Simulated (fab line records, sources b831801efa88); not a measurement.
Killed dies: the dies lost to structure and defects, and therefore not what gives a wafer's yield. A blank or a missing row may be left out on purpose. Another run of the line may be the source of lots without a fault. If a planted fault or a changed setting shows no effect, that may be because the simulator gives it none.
Which of the tools did it? + flow sky130 + Sampling: 11 lots, 29 wafers, 5 of 708 route steps

WHAT THE GAUGES SHOWED, per wafer
SKY_PASSIVATION_THK_MEAS_03.
| lot  | measured     | on            | PASSIVATION_CVD_02_THK (nm) |
|------|--------------|---------------|-----------------------------|
| L726 | day 44 12:03 | film metro-02 | 540 536 542                 |
| L730 | day 46 12:39 | film metro-02 | 533 535 541                 |
| L733 | day 47 03:14 | film metro-02 | 531 534 544                 |
| L734 | day 47 04:50 | film metro-03 | 542 534 562                 |
| L736 | day 47 05:20 | film metro-02 | 535 547 548                 |
| L735 | day 47 07:48 | film metro-02 | 472                         |
| L740 | day 48 04:49 | film metro-02 | 533 541 540                 |
| L739 | day 48 09:08 | film metro-03 | 478                         |
| L741 | day 48 17:17 | film metro-02 | 532 527 542                 |
| L744 | day 49 00:53 | film metro-03 | 539 527 536                 |
| L748 | day 49 20:58 | film metro-03 | 541 545 539                 |

WHAT TOOL EACH LOT RAN ON (gives the tool, then ch and the chambers of the sampled wafers, and finally the start)
| lot  | SKY_VIA4_CMP_02               | SKY_METAL5_SPUTTER_04        | SKY_METAL5_DESCUM_14              | SKY_PASSIVATION_CVD_02          |
|------|-------------------------------|------------------------------|-----------------------------------|---------------------------------|
| L726 | cmp-02 ch 1,2, day 42 11:28   | pvd sputter-03, day 43 12:53 | rie metal-04 ch 0,1, day 44 10:53 | pecvd-02 ch 0,1,2, day 44 11:50 |
| L730 | cmp-01 ch 0,1,3, day 44 15:50 | pvd sputter-03, day 45 15:31 | rie metal-02 ch 1, day 46 11:08   | pecvd-02 ch 0,2, day 46 12:25   |
| L733 | cmp-01 ch 2,3, day 45 05:28   | pvd sputter-04, day 46 05:26 | rie metal-04 ch 0,1, day 47 01:38 | pecvd-04 ch 1,2, day 47 03:01   |
| L734 | cmp-01 ch 0,1,2, day 45 09:38 | pvd sputter-02, day 46 07:32 | rie metal-02 ch 0,1, day 47 03:29 | pecvd-03 ch 1,2, day 47 04:31   |
| L736 | cmp-01 ch 0,1,3, day 45 10:14 | pvd sputter-04, day 46 08:08 | rie metal-04 ch 0,1, day 47 04:02 | pecvd-02 ch 0,2, day 47 05:06   |
| L735 | cmp-01 ch 2, day 45 12:29     | pvd sputter-04, day 46 10:43 | rie metal-04 ch 0, day 47 06:11   | pecvd-02 ch 2, day 47 07:34     |
| L740 | cmp-01 ch 0,1,3, day 46 08:01 | pvd sputter-03, day 47 09:46 | rie metal-03 ch 0,1, day 48 03:38 | pecvd-03 ch 0,1,2, day 48 04:35 |
| L739 | cmp-01 ch 0, day 46 14:13     | pvd sputter-02, day 47 11:35 | rie metal-03 ch 1, day 48 07:57   | pecvd-02 ch 2, day 48 08:59     |
| L741 | cmp-01 ch 0,2, day 46 23:15   | pvd sputter-02, day 47 20:20 | rie metal-02 ch 0,1, day 48 16:08 | pecvd-04 ch 0,1,2, day 48 17:04 |
| L744 | cmp-01 ch 0,2,3, day 47 06:33 | pvd sputter-02, day 48 04:19 | rie metal-04 ch 0,1, day 48 23:43 | pecvd-04 ch 0,1,2, day 49 00:40 |
| L748 | cmp-01 ch 1,2,3, day 48 04:50 | pvd sputter-02, day 49 02:47 | rie metal-04 ch 0,1, day 49 19:47 | pecvd-04 ch 0,1,2, day 49 20:50 |
- SKY_VIA4_CMP_02: polishes SiO2.
- SKY_METAL5_SPUTTER_04: material TiN, target thk 70 nm, time 58.3 s.
- SKY_METAL5_DESCUM_14: chemistry O2, time 11 s.
- SKY_PASSIVATION_CVD_02: deposits Si3N4, target thk 540 nm.

WHAT THE TOOLS THEMSELVES READ (means of the sampled wafers that have a number; where no wafer has one, the mark that the record gives instead)
SKY_VIA4_CMP_02.
| lot  | tool   | motor current A (A) |
|------|--------|---------------------|
| L726 | cmp-02 | 13.2                |
| L730 | cmp-01 | 11.3                |
| L733 | cmp-01 | 11.2                |
| L734 | cmp-01 | 12.7                |
| L736 | cmp-01 | 11.0                |
| L735 | cmp-01 | 13.7                |
| L740 | cmp-01 | 11.4                |
| L739 | cmp-01 | 10.2                |
| L741 | cmp-01 | 12.4                |
| L744 | cmp-01 | 11.4                |
| L748 | cmp-01 | 12.1                |

SKY_METAL5_SPUTTER_04.
| lot  | tool           | throttle valve pct (%) |
|------|----------------|------------------------|
| L726 | pvd sputter-03 | 30.4                   |
| L730 | pvd sputter-03 | 29.3                   |
| L733 | pvd sputter-04 | 29.0                   |
| L734 | pvd sputter-02 | 30.8                   |
| L736 | pvd sputter-04 | 30.7                   |
| L735 | pvd sputter-04 | 29.2                   |
| L740 | pvd sputter-03 | 29.3                   |
| L739 | pvd sputter-02 | 30.2                   |
| L741 | pvd sputter-02 | 30.9                   |
| L744 | pvd sputter-02 | 31.5                   |
| L748 | pvd sputter-02 | 31.5                   |

SKY_METAL5_DESCUM_14.
| lot  | tool         | drypump motor current A (A) | he backside leak sccm (sccm) | oes product au (a.u.) |
|------|--------------|-----------------------------|------------------------------|-----------------------|
| L726 | rie metal-04 | 5.8                         | 3.49                         | 1.018                 |
| L730 | rie metal-02 | 5.3                         | 3.48                         | 1.003                 |
| L733 | rie metal-04 | 5.8                         | 3.51                         | 1.004                 |
| L734 | rie metal-02 | 4.9                         | 3.57                         | 0.999                 |
| L736 | rie metal-04 | 6.0                         | 3.53                         | 0.996                 |
| L735 | rie metal-04 | 5.5                         | 3.49                         | 1.013                 |
| L740 | rie metal-03 | 5.1                         | 3.35                         | 1.002                 |
| L739 | rie metal-03 | 5.5                         | 3.56                         | 1.003                 |
| L741 | rie metal-02 | 5.1                         | 3.46                         | 1.000                 |
| L744 | rie metal-04 | 5.8                         | 3.46                         | 1.009                 |
| L748 | rie metal-04 | 5.8                         | 3.42                         | 1.003                 |

SKY_PASSIVATION_CVD_02.
| lot  | tool     | heater power w (W) |
|------|----------|--------------------|
| L726 | pecvd-02 | 682                |
| L730 | pecvd-02 | 721                |
| L733 | pecvd-04 | 686                |
| L734 | pecvd-03 | 836                |
| L736 | pecvd-02 | 665                |
| L735 | pecvd-02 | 621                |
| L740 | pecvd-03 | 770                |
| L739 | pecvd-02 | 727                |
| L741 | pecvd-04 | 666                |
| L744 | pecvd-04 | 667                |
| L748 | pecvd-04 | 664                |

THE ANSWER, worked out from the rows above alone
Rule: what is usual is taken from the lots themselves. The widest of any qualifying gaps counts: lots, ordered by their means at a reading, are off when they make up no more than a third of the lots, leave a main group of 4 or more, and stand apart from it by 3 or more times the standard deviation of that group's means. Not used: any main group whose means are identical at the precision the tables above print for the reading. Also off: a lot with no number at a reading for which 4 or more lots have one. Where the step has rows for the other lots, those lots are counted as sound. First the gauges in route order, then the tools' own readings, where a lot's mean is used as printed above. At the first step where some lot is off, the reading lying furthest off is the one used; lots without a number count as furthest.
Off: L735, L739, at SKY_PASSIVATION_THK_MEAS_03 (PASSIVATION_CVD_02_THK). The main group: mean 539 nm, standard deviation 4.
If a tool, at a process step before that reading, ran all the lots that are off and no sound lot after the first of them, it fits. Those tools and the gauges at SKY_PASSIVATION_THK_MEAS_03 are tried in the same way. One fits: pecvd-02 at SKY_PASSIVATION_CVD_02. A fault onset in the window from L736 (day 47 05:06, its last sound lot) to L735 (day 47 07:34, its first lot off) fits.

WHAT THE SIMULATOR PUT IN
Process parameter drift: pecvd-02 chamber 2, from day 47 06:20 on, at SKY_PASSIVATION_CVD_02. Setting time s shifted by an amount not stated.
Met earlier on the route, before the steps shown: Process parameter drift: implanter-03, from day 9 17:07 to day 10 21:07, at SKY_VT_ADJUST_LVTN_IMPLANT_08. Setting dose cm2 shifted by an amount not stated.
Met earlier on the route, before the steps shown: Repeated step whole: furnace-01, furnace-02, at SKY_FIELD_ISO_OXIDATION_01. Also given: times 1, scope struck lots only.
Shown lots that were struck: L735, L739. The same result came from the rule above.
